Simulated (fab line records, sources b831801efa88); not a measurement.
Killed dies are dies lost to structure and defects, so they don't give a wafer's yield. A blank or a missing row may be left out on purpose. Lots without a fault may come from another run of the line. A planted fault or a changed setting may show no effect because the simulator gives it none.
Chamber matching | flow sfq_line | SFQ_TRILAYER_I1_DEP_PECVD_045 on pecvd-04: 3 sister chambers
The step deposits SiO2 from SiH4/N2O, time 111.11 s, target thk 500 nm. 6 wafers are shown with their chamber, then 9 later ones without.

WAFERS WITH THEIR CHAMBER
wafer  | chamber | throttle_valve_pct (%) | heater_power_w (W)
L989.3 | 2       | 24.1                   | 110
L993.3 | 1       | 25.6                   | 69
L993.5 | 0       | 27.7                   | 71
L995.2 | 1       | 25.0                   | 70
L995.5 | 0       | 27.3                   | 64
L995.6 | 2       | 23.9                   | 111

WAFERS WITHOUT THEIR CHAMBER
wafer  | throttle_valve_pct (%) | heater_power_w (W)
L997.2 | 25.4                   | 63
L997.3 | 27.5                   | 63
L997.4 | 25.2                   | 67
L101.2 | 28.0                   | 72
L101.4 | 27.8                   | 73
L101.5 | 25.3                   | 68
L108.1 | 25.6                   | 64
L108.2 | 23.9                   | 116
L108.3 | 25.4                   | 64

WHICH CHAMBER EACH WENT THROUGH
wafer  | from the rows above | in truth
L997.2 | 1                   | 1
L997.3 | 0                   | 0
L997.4 | 1                   | 1
L101.2 | 0                   | 0
L101.4 | 0                   | 0
L101.5 | 1                   | 1
L108.1 | 1                   | 1
L108.2 | 2                   | 2
L108.3 | 1                   | 1
Placed correctly: 9 of 9. Can't be placed from these rows: 0. Placed wrongly: 0.
How it was worked out, from the rows above alone: a wafer's distance from a chamber is the root of the sum, over the readings, of the square of ((its reading less the chamber's mean) divided by the reading's scatter). The wafer belongs to the nearest chamber; if the next one is less than 2 further off, it can't be placed. A chamber's mean is the mean of its shown wafers. The scatter: the root of (the sum of the squares of (reading less its chamber's mean) over the shown wafers, divided by (wafers less chambers)).
